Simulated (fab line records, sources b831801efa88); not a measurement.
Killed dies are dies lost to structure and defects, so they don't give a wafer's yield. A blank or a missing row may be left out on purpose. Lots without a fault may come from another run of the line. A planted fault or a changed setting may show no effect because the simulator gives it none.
Which tool did it? | flow sky130 | 7 lots, 21 wafers sampled, at 3 steps of a route of 708

WHAT THE GAUGES READ, wafer by wafer
SKY_SONOS_ONO_THK_MEAS_05.
lot  | measured     | on            | SONOS_ONO_CVD_04_THK (nm)
L435 | day 11 22:32 | film_metro-02 | 5.55 5.73 5.70
L437 | day 12 16:36 | film_metro-02 | 5.92 5.94 5.88
L439 | day 13 13:47 | film_metro-02 | 5.64 5.66 5.67
L441 | day 14 04:55 | film_metro-03 | 5.61 5.68 5.57
L443 | day 14 16:49 | film_metro-02 | 5.77 5.88 6.01
L446 | day 15 14:03 | film_metro-03 | 5.48 5.57 5.56
L450 | day 17 03:08 | film_metro-03 | 6.30 6.45 6.41

WHICH TOOL RAN EACH LOT (tool, then ch and the chambers of the sampled wafers, then the start)
lot  | SKY_VT_ADJUST_LVTN_STRIP_09          | SKY_SONOS_ONO_CVD_04
L435 | plasma_asher-01 ch 0,1, day 7 02:17  | lpcvd-03 ch 0, day 11 21:17
L437 | plasma_asher-02 ch 0,1, day 7 17:49  | lpcvd-03 ch 0, day 12 15:21
L439 | plasma_asher-03 ch 0,1, day 8 09:23  | lpcvd-03 ch 0, day 13 11:54
L441 | plasma_asher-03 ch 0,1, day 8 22:52  | lpcvd-03 ch 1, day 14 03:40
L443 | plasma_asher-02 ch 0,1, day 9 09:17  | lpcvd-03 ch 0, day 14 15:34
L446 | plasma_asher-03 ch 0,1, day 10 02:21 | lpcvd-03 ch 0, day 15 12:48
L450 | plasma_asher-03 ch 0,1, day 11 09:21 | lpcvd-03 ch 1, day 17 01:52
- SKY_VT_ADJUST_LVTN_STRIP_09: strips in O2/N2.
- SKY_SONOS_ONO_CVD_04: deposits SiO2 from SiH4/N2O, target thk 5.7199 nm.

THE ANSWER, worked out from the rows above alone
Rule: what is usual is taken from the lots themselves. Put in order of their means at a reading, lots are off if they are a third of the lots or fewer, leave a main group of 4 or more, and stand apart from it by a gap of 3 or more times the standard deviation of the main group's means; of several such gaps the widest counts. A main group whose means are all the same, to the digits that the tables above print for the reading, isn't used. A lot without any number at a reading at which 4 lots or more have one is off too. The other lots that the step has rows for count as sound.
Off: L450, at SKY_SONOS_ONO_THK_MEAS_05 (SONOS_ONO_CVD_04_THK). The main group: mean 5.71 nm, standard deviation 0.14.
A tool fits if, at a process step before that reading, it ran every lot that is off, and no sound lot after the first of them. The gauges at SKY_SONOS_ONO_THK_MEAS_05 are tried like those tools. Can't be told from this: 3 tools fit, plasma_asher-03 at SKY_VT_ADJUST_LVTN_STRIP_09, lpcvd-03 at SKY_SONOS_ONO_CVD_04, film_metro-03 at SKY_SONOS_ONO_THK_MEAS_05.

WHAT THE SIMULATOR HAD PUT IN
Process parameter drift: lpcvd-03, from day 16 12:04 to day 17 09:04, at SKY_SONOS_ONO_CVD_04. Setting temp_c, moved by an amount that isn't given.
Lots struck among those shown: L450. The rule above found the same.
